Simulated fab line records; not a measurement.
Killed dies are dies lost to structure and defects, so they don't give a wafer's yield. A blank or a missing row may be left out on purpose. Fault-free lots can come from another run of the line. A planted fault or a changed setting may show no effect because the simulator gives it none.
Split-lot experiment | flow sky130 | 23 wafers read from 5 lots, route of 708 steps

ON THE SPLIT
At SKY_PWDE_IMPLANT_08, the setting energyKev was moved away from the recipe's 150 on 7 of the 23 wafers read, by -4.7% to +4.0%. The other wafers ran this setting at the recipe's value.

The split's own step is where the reading is taken.

THE READING
implant.drpNm (the simulator's own value, which no gauge read), in nm, at SKY_PWDE_IMPLANT_08. There is no usual value for it anywhere in the file.

wafer  | tool, chamber at the split | energyKev as run | against the recipe | implant.drpNm, nm | against lot-mates on the recipe
L075.1 | implanter-03, 0            | 150              | recipe             | 97.97             | -
L075.2 | implanter-03, 0            | 150              | recipe             | 97.97             | -
L075.6 | implanter-03, 0            | 150              | recipe             | 97.97             | -
L075.3 | implanter-03, 0            | 154.2            | +2.8%              | 99.09             | +1.12
L075.4 | implanter-03, 0            | 154.2            | +2.8%              | 99.09             | +1.12
L077.2 | implanter-03, 0            | 150              | recipe             | 97.97             | -
L077.3 | implanter-03, 0            | 150              | recipe             | 97.97             | -
L077.5 | implanter-03, 0            | 150              | recipe             | 97.97             | -
L079.1 | implanter-02, 0            | 143              | -4.7%              | 96.23             | -1.74
L079.4 | implanter-02, 0            | 143              | -4.7%              | 96.23             | -1.74
L079.5 | implanter-02, 0            | 143              | -4.7%              | 96.23             | -1.74
L079.2 | implanter-02, 0            | 150              | recipe             | 97.97             | -
L079.6 | implanter-02, 0            | 150              | recipe             | 97.97             | -
L081.1 | implanter-02, 0            | 150              | recipe             | 97.97             | -
L081.2 | implanter-02, 0            | 150              | recipe             | 97.97             | -
L081.3 | implanter-02, 0            | 150              | recipe             | 97.97             | -
L081.4 | implanter-02, 0            | 150              | recipe             | 97.97             | -
L081.6 | implanter-02, 0            | 150              | recipe             | 97.97             | -
L085.1 | implanter-04, 0            | 156              | +4.0%              | 99.58             | +1.61
L085.5 | implanter-04, 0            | 156              | +4.0%              | 99.58             | +1.61
L085.2 | implanter-04, 0            | 150              | recipe             | 97.97             | -
L085.4 | implanter-04, 0            | 150              | recipe             | 97.97             | -
L085.6 | implanter-04, 0            | 150              | recipe             | 97.97             | -

THE FIT
A straight line over all 23 wafers: implant.drpNm changes by +0.385 nm for each +1% of energyKev; r = +1.00; the points scatter about the line by 0.028 nm.
The same after taking each lot's own level away (the mean of its wafers on the recipe; 23 wafers): +0.385 nm for each +1%; r = +1.00; scatter 0.028 nm.
That fit puts the effect of the largest move of energyKev on the reading at 1.8 nm.
The lots' own levels span 97.970 to 97.970 nm.
So the lot-to-lot level changes the slope little: the two slopes agree.
Check: with one of the wafers moved furthest among these (-4.7%) left out of the fit, the line predicts -1.79 nm for it against its lot-mates. Against them it came out at -1.74 nm.

ADDITIONAL SPLITS CARRIED BY THESE WAFERS
Note: prior to the reading, these wafers also went through further splits. Each is held against what the fit with the lots' levels taken away leaves over:
other split on the same wafers     | wafers away from the commonest value | r with implant.drpNm (lot level and that fit taken away)
SKY_FIELD_ISO_OXIDATION_01 oxTimeS | 13                                   | -0.12
SKY_FIELD_ISO_ETCH_14 sourceW      | 8                                    | +0.44
SKY_FIELD_ISO_OXIDATION_22 tempC   | 15                                   | +0.36
SKY_NWELL_OXIDATION_01 oxTimeS     | 18                                   | -0.14
SKY_DNWELL_COAT_02 spinRpm         | 9                                    | -0.30

THE WHOLE CHAIN: every reading that the file lists as answering this split, in the file's order
step                | what it does | reading                                                        | change (the file's fit)               | r (the file's)
SKY_PWDE_IMPLANT_08 |              | implant.rpNm (the simulator's own value, which no gauge read)  | +3.45 nm for each +1% of the setting  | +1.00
SKY_PWDE_IMPLANT_08 |              | implant.drpNm (the simulator's own value, which no gauge read) | +0.388 nm for each +1% of the setting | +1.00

THE FILE'S OWN FIT
implant.drpNm changes by +0.388 nm for each +1% of energyKev, r = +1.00.
